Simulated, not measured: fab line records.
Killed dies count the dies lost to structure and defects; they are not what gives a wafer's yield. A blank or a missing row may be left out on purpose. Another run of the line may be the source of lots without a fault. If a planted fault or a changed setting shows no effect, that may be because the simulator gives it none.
2 desks looking at one fault | flow gf180mcu | every desk sees just its own numbers, and what lay behind them comes last

METROLOGY DESK
Lot by lot, what the gauges showed, no matter which tool ran the lot: averages of those sampled wafers that carry a number. Any lot whose mean is over 4 standard deviations away from the usual mean is out of limits and marked OUT; that distance is given in the brackets.
Columns: A = V4_W_THK at GF_V4_THK_MEAS_25, usual 355 nm; B = V5_CVD_00_THK at GF_V5_THK_MEAS_01, usual 299.0 nm
lot  | first seen here | A   | B
L638 | day 25 02:13    | 358 | 300.0
L640 | day 25 16:24    | 357 | 301.0
L642 | day 26 07:05    | 364 | 302.2
L643 | day 26 14:20    | 349 | 301.1
L644 | day 27 06:46    | 358 | 298.3
L646 | day 27 18:41    | 355 | 296.7
L647 | day 27 22:25    | 355 | 298.6
L651 | day 29 06:17    | 361 | 298.5
L653 | day 29 18:58    | 354 | 300.1
L655 | day 30 14:14    | 346 | 298.0
L657 | day 30 17:35    | 358 | 298.0
L658 | day 31 08:08    | 344 | 296.6
L660 | day 31 13:56    | 360 | 297.8
This desk's verdict: no lot among the 13 shows anything out of limits.

DESK OF THE TOOL OWNER: rie diel-04
The tool's own readings at GF_M5_ETCH_09 (etches Si3N4 in CF4/O2, target depth 52 nm, time 11.6 s): means of the sampled wafers that have a number, for each lot that ran on this tool. Any lot whose mean is over 4 standard deviations away from the usual mean is out of limits and marked OUT; that distance is given in the brackets.
Columns: A = cf4 flow sccm at GF_M5_ETCH_09, usual 79.98 sccm; B = drypump motor current A at GF_M5_ETCH_09, usual 5.9 A; C = oes product au at GF_M5_ETCH_09, usual 0.996 a.u.; D = throttle valve pct at GF_M5_ETCH_09, usual 5.968 %
lot  | first seen here | A     | B   | C               | D
L640 | day 27 10:20    | 80.03 | 6.1 | 0.994           | 5.964
L642 | day 28 01:23    | 79.93 | 6.1 | 0.995           | 5.963
L643 | day 28 07:52    | 80.13 | 6.1 | 1.002           | 5.974
L646 | day 29 10:46    | 79.90 | 6.0 | 0.995           | 5.974
L647 | day 29 13:01    | 80.04 | 6.2 | 0.994           | 5.976
L653 | day 31 08:31    | 79.89 | 6.1 | 1.227 (+29) OUT | 6.035 (+6.7) OUT
L655 | day 32 02:19    | 79.83 | 6.1 | 1.220 (+28) OUT | 6.035 (+6.7) OUT
This desk finds L653, L655 out of limits, L653 being first, at day 31 08:31 (oes product au at GF_M5_ETCH_09). In limits: L640, L642, L643, L646, L647.

PUT TOGETHER
At day 31 08:31, on L653, L655, the tool owner's desk was in a position to raise an alarm.
From the metrology desk's view, nothing was out of limits.
The metrology desk holds a record of L653, L655, inside its limits.
All the named lots went through GF_M5_ETCH_09 on rie diel-04.

WHAT THE SIMULATOR HAD INSERTED
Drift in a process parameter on rie diel-04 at GF_M5_ETCH_09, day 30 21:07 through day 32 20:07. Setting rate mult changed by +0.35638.
Shown lots that were struck: L653, L655.
Time in hours from fault onset to the first out-of-limits reading at each desk: the tool owner's desk, 11.
